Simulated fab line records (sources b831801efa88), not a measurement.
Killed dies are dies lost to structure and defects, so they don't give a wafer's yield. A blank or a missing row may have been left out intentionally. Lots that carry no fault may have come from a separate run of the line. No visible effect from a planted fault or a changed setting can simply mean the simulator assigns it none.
fab line records	flow sky130
[record] lots = 4	wafers = 12	last-day = 50
route steps=708 shown LDD_LDN@292 SPACER@304 POLY_CUT@307 SD_P@320 RES_XHIGH@332 SALICIDE@361 PAD_OPEN@708
lots that met no fault: from a run of the same line without faults
start-h: the number of hours between the record's first day and the start of the first shown wafer of the lot	wait-h: time in hours since the lot's previous step	" as in the row above	L1.1+2: a single row standing in for several wafers	- either no value or no given start	* or withheld: withheld	< > ~ a bound
route shown NAME@n: names a module that has steps shown in the file, with the first one's number in the route	usual: mean/standard deviation taken from wafers without a fault	same: alike in all rows	chamber/n: place in a boat	sites: readings site by site	_std_site: how widely they spread, as a standard deviation	_edge_site: inner sites' mean taken away from outer sites' mean	radius-mm: how far each site lies from the wafer's centre	mask NAME#n: copy n	behind: tool/chamber where the wafer was last shaped	hold: why the lot went on hold/how many hours it stayed there/how the hold came to an end	device: whichever transistor did not switch (one of n, p or np)	end of line: the tests these same wafers got at the end of their route	a step with no rows: only its recipe	killed: not the wafer's yield, but the dies lost to structure and defects at the first sort	map: the dies of a wafer, with x for killed, . for not killed, _ for no die there
set.NAME: the setting the step ran with; set.NAME@STEP: the setting that earlier step ran with	model.NAME: the simulator's own value behind a step, which no gauge read
a table for each step, a row for each wafer; lots at some steps of the route
services: from which hour (start-h, from the record's first day; less than 0 if before it) a tool's chamber was out of use, for how many hours, and why
[[steps]]
[step SKY_LDD_LDN_SOFTBAKE_03]
[recipe] temp-c = 90	time-s = 60	resist = NOVOLAK
[step SKY_LDD_LDN_EXPOSE_04]
[recipe] mask-id = LDNTM	na = 0.6	source-shape = conventional	sigma-outer = 0.6	polarization = unpolarized	target-cd-nm = 700	dose-mj = 140
[step SKY_LDD_LDN_PEB_05]
[recipe] temp-c = withheld	time-s = *	resist = NOVOLAK
[step SKY_LDD_LDN_DEVELOP_06]
[recipe] resist = NOVOLAK	developer = TMAH	develop-time-s = 60	dev-temp-c = 23
[step SKY_LDD_LDN_IMPLANT_08]
[recipe] species = As	energy-kev = 15	dose-cm2 = 1.25e+13	tilt-deg = withheld	rotation-deg = 23
[step SKY_LDD_LDN_IMPLANT_09]
[recipe] species = As	energy-kev = 15	dose-cm2 = 1.25e+13	tilt-deg = withheld	rotation-deg = 113
[step SKY_LDD_LDN_IMPLANT_10]
[recipe] species = As	energy-kev = 15	dose-cm2 = 1.25e+13	tilt-deg = withheld	rotation-deg = 203
[step SKY_LDD_LDN_IMPLANT_11]
[recipe] species = As	energy-kev = 15	dose-cm2 = 1.25e+13	tilt-deg = withheld	rotation-deg = 293
[step SKY_LDD_LDN_STRIP_12]
[recipe] chemistry = O2/N2	power-w = 1400	pressure-mtorr = 1500	platen-temp-c = withheld	o2-flow-sccm = 3000	n2-flow-sccm = 300	overash-fraction = 0.5
[step SKY_LDD_LDN_CLEAN_14]
[recipe] chemistry = SC1/SC2	mix = 1:4:20	temp-c = 70	time-s = 150	dry = n2-spin
[step SKY_SPACER_CVD_00]
[recipe] material = Si3N4	precursor = DCS/NH3	target-thk-nm = 43.1	temp-c = 770	time-s = 740	pressure-mtorr = 250
[usual] spike-tc-top-C = 784.4/2
lot.wafer	tool	chamber	start-h	wait-h	spike-tc-top-C	model.Si3N4_of_SPACER_CVD_00.thk-nm
L894.3	lpcvd-02	1	591.73	0.0	783.2	49.5
L894.4	"	1	"	"	782.4	49.93
L894.5	"	1	"	"	782.4	49.82
L895.1	lpcvd-02	1	595.64	0.0	781.2	49.87
L895.3	"	1	"	"	782.4	49.76
L895.4	"	1	"	"	782.9	49.61
L905.1	lpcvd-02	0	692.13	8.4	786.9	43.54
L905.4	"	0	"	"	787.4	43.23
L905.5	"	0	"	"	786.3	43.15
L909.1	lpcvd-02	1	720.40	0.1	783.2	43.17
L909.3	"	1	"	"	781.2	43.44
L909.5	"	1	"	"	782.6	43.41
[step SKY_SPACER_THK_MEAS_01]
[recipe] reads = Si3N4_of_SPACER_CVD_00
[usual] SPACER_CVD_00_THK = 43.4/0.38
lot.wafer	tool	chamber	start-h	wait-h	SPACER_CVD_00_THK[nm]
L894.3	film-metro-01	-	593.56	0.0	49.5
L894.4	"	-	"	"	49.9
L894.5	"	-	"	"	49.9
L895.1	film-metro-03	-	596.84	0.0	49.9
L895.3	"	-	"	"	49.8
L895.4	"	-	"	"	49.6
L905.1	film-metro-01	-	693.34	0.0	43.5
L905.4	"	-	"	"	43.2
L905.5	"	-	"	"	43.1
L909.1	film-metro-03	-	721.61	0.0	43.2
L909.3	"	-	"	"	43.5
L909.5	"	-	"	"	43.4
[step SKY_SPACER_ETCHBACK_02]
[recipe] chemistry = CH3F/O2	target = Si3N4	stop-on = SiO2	source-w = 400	bias-w = 80	pressure-mtorr = 25	ch3f-flow-sccm = 40	O2_flow_sccm = 30	time-s = 46.7	target-depth-a = 450
[usual] drypump-motor-current-A = 5.8/0.41	oes-product-au = 0.857/0.006	throttle-valve-pct = 10.563/0.0089
lot.wafer	tool	chamber	start-h	wait-h	drypump-motor-current-A	oes-product-au	rf-hours-counter-h	throttle-valve-pct	model.etch.depth-nm
L894.3	rie-diel-03	0	593.60	0.0	5.7	0.933	17	10.559	49.5
L894.4	"	2	"	"	6.4	0.935	-	10.598	49.93
L894.5	"	0	"	"	5.7	0.929	-	10.576	49.82
L895.1	rie-diel-03	2	596.90	0.1	6.4	0.923	19	10.573	49.87
L895.3	"	0	"	"	5.7	0.931	18	10.570	49.76
L895.4	"	0	"	"	5.7	0.925	-	10.559	49.61
L905.1	rie-diel-01	1	693.40	0.1	5.1	0.859	9	10.561	43.54
L905.4	"	2	"	"	6.4	0.858	28	10.560	43.23
L905.5	"	2	"	"	6.4	0.850	-	10.562	43.15
L909.1	rie-diel-01	3	721.67	0.1	5.5	0.851	31	10.561	43.17
L909.3	"	0	"	"	6.0	0.863	7	10.556	43.44
L909.5	"	2	"	"	6.4	0.853	-	10.553	43.41
[step SKY_POLY_CUT_DEHYDRATE_00]
[recipe] temp-c = 200	time-s = 60
[step SKY_POLY_CUT_HMDS_01]
[recipe] prime-time-s = 60	prime-temp-c = 120
[step SKY_POLY_CUT_COAT_02]
[recipe] resist = BARC	temp-c = withheld	time-s = withheld	spin-rpm = 3000	resist-thk-nm = 60
[step SKY_POLY_CUT_COAT_03]
[recipe] resist = KrF-thick	spin-rpm = 3000	resist-thk-nm = 450
[step SKY_POLY_CUT_SOFTBAKE_04]
[recipe] temp-c = 100	time-s = 90	resist = KrF-thick
[step SKY_POLY_CUT_EXPOSE_05]
[recipe] mask-id = NPCM	na = 0.8	source-shape = annular	sigma-inner = 0.55	sigma-outer = 0.85	target-cd-nm = 270	dose-mj = 32
[step SKY_POLY_CUT_PEB_06]
[recipe] peb-temp-c = withheld	peb-time-s = withheld	resist = KrF-thick
[step SKY_POLY_CUT_DEVELOP_07]
[recipe] develop-time-s = 60	resist = KrF-thick	dev-temp-c = 21
[step SKY_POLY_CUT_ETCH_10]
[recipe] chemistry = N2/H2	target = BARC	ion-energy-ev = 200	source-w = 500	bias-w = 100	pressure-mtorr = 30	n2-flow-sccm = 100	h2-flow-sccm = 200	stop-on = SiO2	time-s = 45.9	target-depth-a = 600
[step SKY_POLY_CUT_ETCH_11]
[recipe] target = Si3N4	chemistry = CF4/CH2F2/Ar	stop-on = poly-Si	source-w = 600	bias-w = 150	pressure-mtorr = 40	cf4-flow-sccm = 40	ch2f2-flow-sccm = 20	Ar_flow_sccm = 150	time-s = 42.5	target-depth-a = 600
[step SKY_POLY_CUT_STRIP_12]
[recipe] chemistry = O2/N2	power-w = 1400	pressure-mtorr = 1500	platen-temp-c = withheld	o2-flow-sccm = 3000	n2-flow-sccm = 300	overash-fraction = 0.5
[step SKY_SD_P_DEHYDRATE_00]
[recipe] temp-c = 200	time-s = 60
[step SKY_SD_P_HMDS_01]
[recipe] prime-time-s = 60	prime-temp-c = 120
[step SKY_SD_P_COAT_02]
[recipe] resist = NOVOLAK	spin-rpm = 3000	resist-thk-nm = 1140
[step SKY_SD_P_SOFTBAKE_03]
[recipe] temp-c = 90	time-s = 60	resist = NOVOLAK
[step SKY_SD_P_EXPOSE_04]
[recipe] mask-id = PSDM	na = 0.6	source-shape = conventional	sigma-outer = 0.6	polarization = unpolarized	target-cd-nm = 380	dose-mj = 138
[step SKY_SD_P_PEB_05]
[recipe] temp-c = withheld	time-s = *	resist = NOVOLAK
[step SKY_SD_P_DEVELOP_06]
[recipe] resist = NOVOLAK	developer = TMAH	develop-time-s = 60	dev-temp-c = 23
[step SKY_SD_P_IMPLANT_09]
[recipe] species = BF2	energy-kev = 20	dose-cm2 = 3e+15	tilt-deg = 0
[step SKY_SD_P_STRIP_10]
[recipe] chemistry = O2/N2	power-w = 1400	pressure-mtorr = 1500	platen-temp-c = withheld	o2-flow-sccm = 3000	n2-flow-sccm = 300	overash-fraction = 0.5
[step SKY_RES_XHIGH_DEHYDRATE_00]
[recipe] temp-c = 200	time-s = 60
[step SKY_RES_XHIGH_HMDS_01]
[recipe] prime-time-s = 60	prime-temp-c = 120
[step SKY_SALICIDE_CLEAN_00]
[recipe] chemistry = HF-last	time-s = 30	dilution = 100:1	dry = ipa-marangoni
lot.wafer	tool	chamber	start-h	wait-h	model.Si3N4_of_SPACER_CVD_00.thk-nm
L894.3	wet-bench-02	3	712.24	0.1	48.52
L894.4	"	3	"	"	48.96
L894.5	"	3	"	"	48.85
L895.1	wet-bench-04	0	714.84	0.1	48.89
L895.3	"	0	"	"	48.78
L895.4	"	0	"	"	48.64
L905.1	wet-bench-03	3	805.94	0.1	42.57
L905.4	"	3	"	"	42.26
L905.5	"	3	"	"	42.17
L909.1	wet-bench-02	2	833.36	0.1	42.19
L909.3	"	2	"	"	42.46
L909.5	"	2	"	"	42.43
[step SKY_PAD_OPEN_PROBE_99]
[usual] killed_at_M0_to_M3 = 43/6.6	killed_at_M4_up = 3.1/1.9	killed-at-contacts = 24/5.2	killed-at-front-end = 16/4.5	killed-at-other = 0.4/0.62	killed-dies = 87/9	killed-open = 48/7	killed-short = 39/6.2
[same] gross-dies = 492	killed-at-back-side = 0
lot.wafer	tool	chamber	start-h	wait-h	killed_at_M0_to_M3	killed_at_M4_up	killed-at-contacts	killed-at-front-end	killed-at-other	killed-dies	killed-open	killed-short	model.etest.pfet_01v8.r-on-ohm-um	model.etest.nfet-g5v0d10v5.r-on-ohm-um	model.etest.sonos-uncharged.r-on-ohm-um	model.etest.pfet_01v8.drive-ua-um	model.etest.pfet_01v8_hvt.drive-ua-um	model.etest.sram-pfet-latch.drive-ua-um	model.etest.pfet_01v8_mvt.drive-ua-um	model.etest.ring_1v8.delay-ps
L894.3	prober-01	-	1129.44	0.2	49	3	32	14	0	98	58	40	3104	1907	859.4	178.6	132.9	132.2	144.7	21.87
L894.4	prober-01	-	1129.49	0.2	42	1	36	10	0	89	51	38	3069	1901	843.1	183	135.8	134.9	147.1	21.4
L894.5	prober-01	-	1129.54	0.2	47	2	22	21	1	93	50	43	3142	1928	856.9	177.6	130.9	134.5	144.2	22.06
L895.1	prober-02	-	1132.47	0.1	59	0	20	19	0	98	55	39	3128	1924	855.6	176.8	132.8	132.1	143.9	22.06
L895.3	prober-02	-	1132.57	0.2	40	3	28	14	0	85	49	34	3146	1948	856.2	178.6	132.8	129.3	144.8	22.23
L895.4	prober-02	-	1132.62	0.2	34	2	25	21	0	82	45	36	3141	1929	844.3	177.6	131.7	132.5	144.9	22.22
L905.1	prober-01	-	1196.56	0.1	39	0	19	17	0	75	47	27	2876	1859	817.9	197.2	144.6	140.6	154.2	20.89
L905.4	prober-01	-	1196.71	0.2	41	3	27	19	0	90	51	39	2960	1891	824.5	188.2	139.4	137.2	149.4	21.81
L905.5	prober-01	-	1196.76	0.2	42	2	35	10	0	89	49	40	2917	1873	827.1	188.1	140	136.8	150.1	22.12
L909.1	prober-01	-	1211.60	0.1	48	5	19	14	1	87	46	41	2893	1895	819.7	191.6	143.8	143.2	151.7	21.57
L909.3	prober-01	-	1211.70	0.2	52	5	28	9	1	95	58	37	2944	1944	819.5	187.8	139.6	140.7	150.2	22.44
L909.5	prober-01	-	1211.80	0.2	44	1	28	17	0	90	51	39	2910	1907	819.2	189.7	140.9	138.9	148.9	21.98
// killed by level:class
L894.3 CONTACT:geometric-particle:open=14 VIA1:geometric-particle:open=9 LI_CONTACT:geometric-particle:open=8 VIA2:geometric-particle:open=8 VIA1:geometric-particle:short=7 FIELD_ISO:geometric-particle:short=5 VIA3:geometric-particle:open=5 LOCAL_INTERCONNECT:geometric-particle:short=5
L894.4 LI_CONTACT:geometric-particle:open=12 CONTACT:geometric-particle:open=8 VIA1:geometric-particle:open=8 LOCAL_INTERCONNECT:geometric-particle:open=6 CONTACT:geometric-particle:short=6 VIA2:geometric-particle:short=6 METAL1:geometric-particle:short=5 VIA1:geometric-particle:short=5
L894.5 VIA1:geometric-particle:open=11 VIA2:geometric-particle:open=10 LI_CONTACT:geometric-particle:open=7 CONTACT:geometric-particle:open=6 VIA1:geometric-particle:short=6 FIELD_ISO:geometric-particle:short=5 POLY_GATE:geometric-particle:open=4 CONTACT:geometric-particle:short=4
L895.1 VIA1:geometric-particle:open=15 METAL1:geometric-particle:short=11 VIA2:geometric-particle:open=10 VIA3:geometric-particle:open=10 CONTACT:geometric-particle:short=7 CONTACT:geometric-particle:open=6 FIELD_ISO:geometric-particle:open=5 POLY_GATE:geometric-particle:short=5
L895.3 VIA3:geometric-particle:open=10 CONTACT:geometric-particle:open=10 LI_CONTACT:geometric-particle:open=9 METAL2:geometric-particle:short=8 VIA1:geometric-particle:open=7 FIELD_ISO:geometric-particle:short=4 METAL1:geometric-particle:short=4 VIA2:geometric-particle:open=4
L895.4 CONTACT:geometric-particle:open=8 VIA3:geometric-particle:open=8 POLY_GATE:geometric-particle:open=5 VIA2:geometric-particle:open=5 LOCAL_INTERCONNECT:geometric-particle:short=5 METAL1:geometric-particle:short=5 FIELD_ISO:geometric-particle:open=4 LI_CONTACT:geometric-particle:open=4
L905.1 VIA1:geometric-particle:open=14 CONTACT:geometric-particle:open=9 VIA3:geometric-particle:open=6 POLY_GATE:geometric-particle:open=5 LI_CONTACT:geometric-particle:open=5 METAL1:geometric-particle:short=5 SPACER:geometric-particle:short=3 VIA2:geometric-particle:open=3
L905.4 VIA1:geometric-particle:open=12 CONTACT:geometric-particle:open=10 VIA1:geometric-particle:short=8 FIELD_ISO:geometric-particle:open=7 VIA3:geometric-particle:open=7 FIELD_ISO:geometric-particle:short=6 LI_CONTACT:geometric-particle:open=6 LOCAL_INTERCONNECT:geometric-particle:short=5
L905.5 VIA1:geometric-particle:open=15 CONTACT:geometric-particle:open=12 LOCAL_INTERCONNECT:geometric-particle:short=9 METAL1:geometric-particle:short=8 LI_CONTACT:geometric-particle:open=6 VIA3:geometric-particle:open=5 CONTACT:geometric-particle:short=4 VIA2:geometric-particle:open=4
L909.1 VIA1:geometric-particle:open=15 METAL2:geometric-particle:short=10 CONTACT:geometric-particle:short=6 LI_CONTACT:geometric-particle:open=6 METAL1:geometric-particle:short=6 CONTACT:geometric-particle:open=5 VIA3:geometric-particle:open=5 POLY_GATE:geometric-particle:open=4
L909.3 VIA1:geometric-particle:open=19 CONTACT:geometric-particle:open=9 METAL2:geometric-particle:short=8 LI_CONTACT:geometric-particle:open=7 VIA3:geometric-particle:open=6 VIA1:geometric-particle:short=6 CONTACT:geometric-particle:short=5 LI_CONTACT:geometric-particle:short=3
L909.5 VIA1:geometric-particle:open=16 CONTACT:geometric-particle:open=8 LI_CONTACT:geometric-particle:open=7 VIA1:geometric-particle:short=6 FIELD_ISO:geometric-particle:short=5 CONTACT:geometric-particle:short=5 POLY_GATE:geometric-particle:short=4 METAL1:geometric-particle:short=4
[[services]]
tool	chamber	start-h	hours	kind
wet-bench-02	-	579.57	1.8	repair
rie-diel-03	-	589.21	0.3	repair
rie-diel-03	3	591.60	6.1	repair
rie-diel-03	2	600.10	3.2	repair
rie-diel-03	3	610.88	-	clean
rie-diel-03	3	610.88	14.9	scheduled-down
rie-diel-03	3	610.88	14.9	vent-cycle
lpcvd-02	-	676.48	14.6	pm
rie-diel-03	-	695.77	0.4	repair
wet-bench-03	-	720.13	4.1	repair
rie-diel-01	2	773.41	15.3	repair
rie-diel-03	3	806.12	5.0	repair
rie-diel-01	3	810.42	-	clean
rie-diel-01	3	810.42	19.2	scheduled-down
rie-diel-01	3	810.42	19.2	vent-cycle
rie-diel-01	2	829.59	-	clean
rie-diel-01	2	829.59	14.1	scheduled-down
rie-diel-01	2	829.59	14.1	vent-cycle
rie-diel-03	1	831.31	5.2	repair
[[key]]
[first-sign] step = SKY_SPACER_THK_MEAS_01	reading = SPACER_CVD_00_THK	direction = up	sigmas = 17	usual = 43.4	struck = 49.8
[effect] step = SKY_SPACER_ETCHBACK_02	reading = oes-product-au	direction = up	sigmas = 12	usual = 0.857	struck = 0.929
[model-effect] step = SKY_SPACER_CVD_00	value = Si3N4_of_SPACER_CVD_00.thk-nm	without = 43.87	struck = 49.75
[model-effect] step = SKY_SPACER_ETCHBACK_02	value = etch.depth-nm	without = 43.87	struck = 49.75
[model-effect] step = SKY_SALICIDE_CLEAN_00	value = Si3N4_of_SPACER_CVD_00.thk-nm	without = 42.9	struck = 48.77
[model-effect] step = SKY_PAD_OPEN_PROBE_99	value = etest.pfet_01v8.r-on-ohm-um	without = 2944	struck = 3122
met-at SKY_SPACER_CVD_00
struck-wafers L894.3,L894.4,L894.5,L895.1,L895.3,L895.4
tester-left-out L894,L895
[fault] kind = process-parameter-drift	tool = lpcvd-02	chamber = -	onset-h = 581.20	steps = SKY_SPACER_CVD_00	channel = target-thk-nm	offset = 5.8754	shape = step	end-h = 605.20	acts-in = these-recipes-only	stated = 43.1
// tester-left-out: of these lots the tester's yield and bins aren't shown, on N5 and GAA mostly nor the transistor test; their killed dies are dies lost to structure and defects alone, not to doping, threshold or leakage, so they don't give the yield
